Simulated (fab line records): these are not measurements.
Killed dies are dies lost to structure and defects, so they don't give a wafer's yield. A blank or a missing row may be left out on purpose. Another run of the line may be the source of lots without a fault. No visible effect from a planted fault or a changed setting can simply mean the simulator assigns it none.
A lot that was struck, set against a sound lot	flow sky130	19 out of 708 route steps
Sound: these wafers, L288.2, L288.5, L288.6. The struck wafers were L309.1, L309.2, L309.6. Last of all comes the cause.
Each step with rows lists, per side, the tool, then ch with its chambers, then its first start. Under that, the readings that differ: sound wafers	struck wafers	difference of the means	sigmas: that difference in standard deviations of wafers without a fault.
alike: a reading whose means differ by less than 2 such deviations, as well as words and numbers matching on both sides. not compared: withheld readings; readings where some wafer has no value; bounds like >300 that might hide an equal value; numbers whose values overlap and for which the record gives no deviation.
Wherever a step has rows on one side only, a row that says differs or no value, or a row with sigmas, the two part there. When numbers do not overlap yet have no deviation, they are printed without sigmas and do not part them. A reading missing from all wafers of one side parts the sides only when that side holds two or more wafers.

first, 1 step without rows for these wafers: SKY_GATE_OXIDE_DEVELOP_09 (develop time 60 s).
SKY_GATE_OXIDE_OVL_MEAS_10:
  sound on overlay-02 at day 14 15:50; struck on overlay-01 at day 22 13:32
  alike: GATE_OXIDE_OVL
then, 2 steps without rows for these wafers: SKY_GATE_OXIDE_IMPLANT_11; SKY_GATE_OXIDE_WET_ETCH_12 (etches SiO2 in dHF, target depth 16.8 nm, time 336 s).
SKY_GATE_OXIDE_STRIP_13: strips in O2/N2.
  sound on plasma_asher-04 ch 0,1, day 14 16:08; struck on plasma_asher-04 ch 0,1, day 22 13:49
  alike: drypump_motor_current_A, o2_flow_sccm, oes_product_au, strip_time_to_endpoint_s
  not compared: rf_hours_counter_h
SKY_GATE_OXIDE_TW_MEAS_14:
  sound on film_metro-01 at day 14 16:14; struck on film_metro-01 at day 22 13:55
  alike: GATE_OXIDE_TW
then, 3 steps without rows for these wafers: SKY_GATE_OXIDE_CLEAN_15 (cleans in SC1/SC2, time 150 s); SKY_GATE_OXIDE_OXIDATION_16 (stabilise 600 s, purge 300 s, target thk 3.57 nm); SKY_POLY_GATE_CVD_00 (deposits poly-Si, target thk 180 nm, time 720 s).
SKY_POLY_GATE_THK_MEAS_01:
  sound on film_metro-04 at day 14 19:05; struck on film_metro-01 at day 22 16:46
reading	sound	struck	difference	sigmas
POLY_GATE_CVD_00_THK (nm)	183.8 183.7 182.9	178.4 177.6 177.2	-5.7	-3
then, 2 steps without rows for these wafers: SKY_RES_PROTECT_DEHYDRATE_00 (time 60 s); SKY_RES_PROTECT_HMDS_01 (prime time 60 s).
SKY_RES_PROTECT_COAT_02: resist thk 1140 nm.
  sound on litho_track-01 ch 0, day 15 08:37; struck on litho_track-04 ch 0, day 23 07:31
reading	sound	struck	difference	sigmas
spin_speed_rpm (rpm)	3006.3 3000.9 2999.1	2950.6 2948.3 2951.2	-52.1	-24
model.NOVOLAK_of_RES_PROTECT_COAT_02.thk_nm (nm)	1147 1144 1145	1149 1151 1149	+4	
then, 3 steps without rows for these wafers: SKY_RES_PROTECT_SOFTBAKE_03 (time 60 s); SKY_RES_PROTECT_EXPOSE_04 (exposes mask RPM, target cd 1270 nm); SKY_RES_PROTECT_PEB_05.
SKY_RES_PROTECT_DEVELOP_06: develop time 60 s.
  sound on litho_track-04 ch 0, day 15 22:15; struck on litho_track-01 ch 0, day 23 22:02
reading	sound	struck	difference	sigmas
model.NOVOLAK_of_RES_PROTECT_COAT_02.thk_nm (nm)	1147 1144 1144	1149 1151 1149	+5	
next, for these wafers, 1 step has no rows: SKY_POLY_GATE_IMPLANT_02.
-- record jumps: 27 days separate the struck wafers' starts on either side; left off in module POLY_GATE, taken up again in module PAD_OPEN, whose first shown step is the route's number 708 --
SKY_PAD_OPEN_PROBE_99:
  sound on prober-02 at day 46 14:40; struck on prober-01 at day 51 07:21
  alike: killed_at_M0_to_M3, killed_at_M4_up, killed_at_contacts, killed_at_front_end, killed_at_other, killed_dies, killed_on_rim, killed_open, killed_short

== WHERE THEY PART ==
Last at SKY_RES_PROTECT_COAT_02 as far as this record goes, first at SKY_POLY_GATE_THK_MEAS_01. Later steps at which nothing parts them and some readings are alike: SKY_PAD_OPEN_PROBE_99.

WHY: what the simulator had put in
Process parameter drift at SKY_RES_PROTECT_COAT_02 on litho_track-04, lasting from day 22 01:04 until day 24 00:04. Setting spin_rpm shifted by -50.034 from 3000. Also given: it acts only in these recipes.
